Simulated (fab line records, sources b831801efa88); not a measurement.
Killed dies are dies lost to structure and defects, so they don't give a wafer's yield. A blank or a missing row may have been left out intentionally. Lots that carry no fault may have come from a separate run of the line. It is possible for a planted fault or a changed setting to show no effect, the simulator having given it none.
A struck lot beside a sound one :: flow sky130 :: 46 steps out of a route of 708
Sound: these wafers, L550.2, L550.3, L550.6. Struck: wafers L560.3, L560.4, L560.6. The cause is named last.
Order at every step that has rows: each side's tool, ch and its chambers, its first start. Under that, the readings that differ: sound wafers :: struck wafers :: difference of the means :: sigmas: that difference in standard deviations of wafers without a fault.
alike: readings with means less than 2 such deviations apart, plus words and numbers identical on both sides. not compared: withheld readings, readings lacking a value on some wafer, bounds such as >300 that could conceal the same value, and numbers that have no deviation in the record and whose values overlap.
A row with sigmas, a row that says differs or no value, or rows on one side alone: a step with any of these is where the two part. Numbers that don't overlap but have no deviation are shown without sigmas and don't part them. Lack of a reading on every wafer of one side parts them only where that side has two or more wafers.

first, 1 step without rows for these wafers: SKY_NWELL_DEVELOP_22 (develop time 60 s).
SKY_NWELL_OVL_MEAS_23:
  struck on overlay-01, day 8 01:15; sound on overlay-01, day 5 15:14
  alike: NWELL_01_OVL
after that, 1 step had no rows for these wafers: SKY_NWELL_IMPLANT_24.
SKY_NWELL_STRIP_25: strips in O2/N2.
  sound on plasma_asher-04 ch 0, day 5 15:25; struck on plasma_asher-04 ch 0,1, day 8 01:28
  alike: drypump_motor_current_A, oes_product_au, strip_time_to_endpoint_s
  not compared: rf_hours_counter_h
SKY_NWELL_TW_MEAS_26:
  struck on film_metro-02, day 8 01:33; sound on film_metro-04, day 5 15:31
  alike: NWELL_2_TW
then, 1 step without rows for these wafers: SKY_NWELL_CLEAN_27 (cleans in SC1/SC2, time 150 s).
SKY_NWELL_RTA_28: time 30 s.
  sound on rtp_anneal-01 ch 0, day 5 15:38; struck on rtp_anneal-01 ch 0, day 8 01:40
  alike: chamber_o2_ppm, lamp_power_pct, wafer_temp_C_max
SKY_NWELL_RS_MEAS_29: the measuring method here is four-point-probe.
  struck on film_metro-04, day 8 01:47; sound on film_metro-02, day 5 15:44
  alike: NWELL_RS
SKY_NWELL_RS_MEAS_31: the measuring method here is four-point-probe.
  struck on film_metro-04, day 8 02:01; sound on film_metro-02, day 5 15:59
  alike: PWDE_RS
then, 2 steps without rows for these wafers: SKY_VT_ADJUST_HVTP_DEHYDRATE_00 (time 60 s); SKY_VT_ADJUST_HVTP_HMDS_01 (prime time 60 s).
SKY_VT_ADJUST_HVTP_COAT_02: resist thk 1140 nm.
  struck on litho_track-03, day 8 11:25; sound on litho_track-01 ch 0, day 6 01:10
  no value came back on the struck wafers for chill_plate_temp_C (C), dispense_pressure_kPa (kPa); on the sound wafers chill_plate_temp_C (C) reads 22.74 22.76 22.81
then, 4 steps without rows for these wafers: SKY_VT_ADJUST_HVTP_SOFTBAKE_03 (time 60 s); SKY_VT_ADJUST_HVTP_EXPOSE_04 (exposes mask HVTPM, target cd 380 nm); SKY_VT_ADJUST_HVTP_PEB_05; SKY_VT_ADJUST_HVTP_DEVELOP_06 (develop time 60 s).
SKY_VT_ADJUST_HVTP_CD_MEAS_07 targets a cd of 380 nm.
  struck on cd_sem-01, day 8 21:49; sound on cd_sem-01, day 6 10:20
reading: cd_nm (nm)
sound: 378.8 377.3 378.1
struck: - - -
difference: no value on the struck wafers
sigmas: 
SKY_VT_ADJUST_HVTP_OVL_MEAS_08:
  struck on overlay-01, day 8 21:54; sound on overlay-02, day 6 10:27
reading: VT_ADJUST_HVTP_OVL (nm)
sound: 0.4 -1.5 -0.2
struck: - - -
difference: no value on the struck wafers
sigmas: 
after that, 1 step had no rows for these wafers: SKY_VT_ADJUST_HVTP_IMPLANT_09.
SKY_VT_ADJUST_HVTP_STRIP_10: strips in O2/N2.
  sound on plasma_asher-03 ch 0,1, day 6 10:38; struck on plasma_asher-02 ch 0,1, day 8 22:07
  no value came back on the struck wafers for oes_product_au (a.u.), strip_time_to_endpoint_s (s); on the sound wafers oes_product_au (a.u.) reads 0.710 0.715 0.720
  alike: drypump_motor_current_A
  not compared: rf_hours_counter_h
SKY_VT_ADJUST_HVTP_TW_MEAS_11:
  struck on film_metro-04, day 8 22:11; sound on film_metro-01, day 6 10:44
  alike: VT_ADJUST_HVTP_TW
then, 7 steps without rows for these wafers: SKY_VT_ADJUST_LVTN_DEHYDRATE_00 (time 60 s); SKY_VT_ADJUST_LVTN_HMDS_01 (prime time 60 s); SKY_VT_ADJUST_LVTN_COAT_02 (resist thk 3000 nm); SKY_VT_ADJUST_LVTN_SOFTBAKE_03; SKY_VT_ADJUST_LVTN_EXPOSE_04 (exposes mask NWM COMPLEMENT LESS NATIVE, target cd 840 nm); SKY_VT_ADJUST_LVTN_PEB_05; SKY_VT_ADJUST_LVTN_DEVELOP_06 (develop time 60 s).
SKY_VT_ADJUST_LVTN_OVL_MEAS_07:
  struck on overlay-01, day 9 18:50; sound on overlay-02, day 7 06:12
  alike: VT_ADJUST_LVTN_OVL
after that, 1 step had no rows for these wafers: SKY_VT_ADJUST_LVTN_IMPLANT_08.
SKY_VT_ADJUST_LVTN_STRIP_09: strips in O2/N2.
  sound on plasma_asher-03 ch 0,1, day 7 06:23; struck on plasma_asher-03 ch 0,1, day 9 19:03
  alike: drypump_motor_current_A, oes_product_au, strip_time_to_endpoint_s
  not compared: rf_hours_counter_h
SKY_VT_ADJUST_LVTN_TW_MEAS_10:
  struck on film_metro-01, day 9 19:08; sound on film_metro-03, day 7 06:29
reading: VT_ADJUST_LVTN_TW
sound: 240.7 239.8 239.1
struck: 1335.6 1349.0 1339.5
difference: +1101.5
sigmas: +99 or more
then, 7 steps without rows for these wafers: SKY_VT_ADJUST_LVTN_DEHYDRATE_11 (time 60 s); SKY_VT_ADJUST_LVTN_HMDS_12 (prime time 60 s); SKY_VT_ADJUST_LVTN_COAT_13 (resist thk 1140 nm); SKY_VT_ADJUST_LVTN_SOFTBAKE_14 (time 60 s); SKY_VT_ADJUST_LVTN_EXPOSE_15 (exposes mask HVN STD DERIVED, target cd 600 nm); SKY_VT_ADJUST_LVTN_PEB_16; SKY_VT_ADJUST_LVTN_DEVELOP_17 (develop time 60 s).
SKY_VT_ADJUST_LVTN_OVL_MEAS_18:
  struck on overlay-02, day 10 16:22; sound on overlay-02, day 8 02:08
  alike: VT_ADJUST_LVTN_01_OVL
after that, 1 step had no rows for these wafers: SKY_VT_ADJUST_LVTN_IMPLANT_19.
SKY_VT_ADJUST_LVTN_TW_MEAS_21:
  struck on film_metro-01, day 10 16:40; sound on film_metro-02, day 8 02:26
reading: VT_ADJUST_LVTN_2_TW
sound: 187.1 186.7 185.9
struck: 1341.6 1357.2 1348.7
difference: +1162.6
sigmas: +99 or more
SKY_VT_ADJUST_NCORE_TW_MEAS_11:
  struck on film_metro-02, day 11 16:16; sound on film_metro-04, day 8 22:23
reading: VT_ADJUST_NCORE_TW
sound: 217.8 216.7 218.0
struck: 1350.4 1363.3 1357.0
difference: +1139.4
sigmas: +99 or more
SKY_VT_ADJUST_HVTR_TW_MEAS_11:
  struck on film_metro-02, day 12 16:59; sound on film_metro-02, day 9 19:22
reading: VT_ADJUST_HVTR_TW
sound: 209.8 210.8 209.4
struck: 1350.6 1349.2 1340.5
difference: +1136.8
sigmas: +99 or more
SKY_VT_ADJUST_PCH_TW_MEAS_10:
  struck on film_metro-01, day 13 18:46; sound on film_metro-03, day 10 16:26
reading: VT_ADJUST_PCH_TW
sound: 142.5 142.6 143.5
struck: 1358.5 1354.9 1349.5
difference: +1211.4
sigmas: +99 or more
SKY_SONOS_TUNNEL_TW_MEAS_12:
  struck on film_metro-02, day 14 22:09; sound on film_metro-01, day 11 16:32
reading: SONOS_TUNNEL_TW
sound: 195.6 196.3 196.0
struck: 1346.0 1352.9 1353.9
difference: +1155.0
sigmas: +99 or more

== WHERE THEY PART ==
First at SKY_VT_ADJUST_HVTP_COAT_02; last, within this record, at SKY_SONOS_TUNNEL_TW_MEAS_12.

WHY: whatever the simulator had introduced
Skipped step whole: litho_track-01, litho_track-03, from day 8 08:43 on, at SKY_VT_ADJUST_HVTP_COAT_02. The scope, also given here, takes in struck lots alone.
